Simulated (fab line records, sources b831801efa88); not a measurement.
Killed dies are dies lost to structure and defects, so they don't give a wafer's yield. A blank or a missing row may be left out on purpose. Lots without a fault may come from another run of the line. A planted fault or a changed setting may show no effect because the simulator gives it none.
A struck lot beside a sound one | flow sky130 | 23 steps out of a route of 708
Sound: wafers L700.1, L700.3, L700.5. Struck: wafers L702.1, L702.2, L702.6. The cause comes at the end.
At each step with rows: each side's tool, then ch and its chambers, then its first start. Under that, the readings that differ: sound wafers | struck wafers | difference of the means | sigmas: that difference in standard deviations of wafers without a fault.
alike: readings whose means differ by less than 2 such deviations, and words and numbers that are the same on both sides. not compared: withheld readings, readings that some wafer has no value for, bounds like >300 that may hide the same value, and numbers for which the record gives no deviation and whose values overlap.
The two part at a step that has a row with sigmas, a row that says differs or no value, or rows on one side only. Numbers that don't overlap but have no deviation are shown without sigmas and don't part them. A reading that every wafer of one side lacks parts them only if that side has two wafers or more.

first, 5 steps without rows for these wafers: SKY_VIA4_STRIP_14 (strips in post etch residue remover, time 1200 s); SKY_VIA4_CLEAN_15 (cleans in IPA, time 180 s); SKY_VIA4_CLEAN_16 (cleans in O3/DIW); SKY_VIA4_SPUTTER_17 (material TiN, target thk 20 nm, time 80 s); SKY_VIA4_CVD_18 (deposits W, target thk 505 nm, time 152.14 s).
SKY_VIA4_RS_MEAS_19: measures by four-point-probe.
  sound on film_metro-03, day 44 16:09; struck on film_metro-02, day 45 08:58
  alike: VIA4_W_RS
SKY_VIA4_THK_MEAS_20: measures by xrf.
  sound on film_metro-03, day 44 16:16; struck on film_metro-02, day 45 09:05
  alike: VIA4_W_THK
SKY_VIA4_CMP_21: polishes, stops on SiO2, t overpolish 25 s, target thk 0 nm.
  sound on cmp-01 ch 0,1,3, day 44 16:26; struck on cmp-01 ch 0,2,3, day 45 09:09
  alike: motor_current_A, overpolish_run_s, time_to_endpoint_s
SKY_METAL5_SPUTTER_00: material Ti, target thk 15 nm, time 10 s.
  sound on pvd_sputter-04, day 44 16:39; struck on pvd_sputter-04, day 45 09:27
  alike: cathode_dc_power_W, chamber_pressure_pa, throttle_valve_pct
SKY_METAL5_SPUTTER_01: material TiN, target thk 20 nm, time 16.7 s.
  sound on pvd_sputter-04, day 44 16:40; struck on pvd_sputter-04, day 45 09:28
  alike: cathode_dc_power_W, chamber_pressure_pa, throttle_valve_pct
SKY_METAL5_SPUTTER_02: material AlCu, target thk 1150 nm, time 61.2 s.
  sound on pvd_sputter-04, day 44 16:42; struck on pvd_sputter-04, day 45 09:30
  reading                | sound             | struck            | difference | sigmas
  cathode_dc_power_W (W) | 10600 10599 10598 | 10605 10602 10602 | +4         | +2
  alike: chamber_pressure_pa, throttle_valve_pct
SKY_METAL5_SPUTTER_03: material Ti, target thk 5 nm, time 3.3 s.
  sound on pvd_sputter-04, day 44 16:45; struck on pvd_sputter-04, day 45 09:33
  alike: cathode_dc_power_W, chamber_pressure_pa, throttle_valve_pct
SKY_METAL5_SPUTTER_04: material TiN, target thk 70 nm, time 58.3 s.
  sound on pvd_sputter-04, day 44 16:46; struck on pvd_sputter-04, day 45 09:34
  no value came back on the struck wafers for cathode_dc_power_W (W), chamber_pressure_pa (Pa), throttle_valve_pct (%); on the sound wafers cathode_dc_power_W (W) reads 6500.7 6500.3 6502.6
SKY_METAL5_THK_MEAS_06: measures by xrf.
  sound on film_metro-01, day 44 16:56; struck on film_metro-03, day 45 11:05
  reading              | sound          | struck         | difference | sigmas
  METAL5_ALCU_THK (nm) | 1133 1138 1139 | 1331 1330 1318 | +190       | +15
  not compared: hold
then, 7 steps without rows for these wafers: SKY_METAL5_HMDS_08 (prime time 60 s); SKY_METAL5_COAT_09 (resist thk 1800 nm); SKY_METAL5_SOFTBAKE_10 (time 60 s); SKY_METAL5_EXPOSE_11 (exposes mask MM5, target cd 1600 nm); SKY_METAL5_PEB_12; SKY_METAL5_DEVELOP_13 (develop time 60 s); SKY_METAL5_DESCUM_14 (chemistry O2, time 11 s).
SKY_METAL5_METAL_ETCH_15: etches the open film in Cl2/BCl3, stops on SiO2, target depth 1260 nm, time 252 s.
  sound on rie_metal-03 ch 0,1, day 45 14:05; struck on rie_metal-01 ch 0,1, day 46 06:35
  reading               | sound             | struck            | difference | sigmas
  oes_product_au (a.u.) | 0.894 0.894 0.898 | 0.875 0.870 0.861 | -0.027     | -5
  alike: drypump_motor_current_A, throttle_valve_pct
  not compared: rf_hours_counter_h
then, 1 step without rows for these wafers: SKY_METAL5_STRIP_16 (strips in O2/N2).

WHERE THEY PART
First at SKY_METAL5_SPUTTER_02; last, within this record, at SKY_METAL5_METAL_ETCH_15.

WHY: what the simulator had put in
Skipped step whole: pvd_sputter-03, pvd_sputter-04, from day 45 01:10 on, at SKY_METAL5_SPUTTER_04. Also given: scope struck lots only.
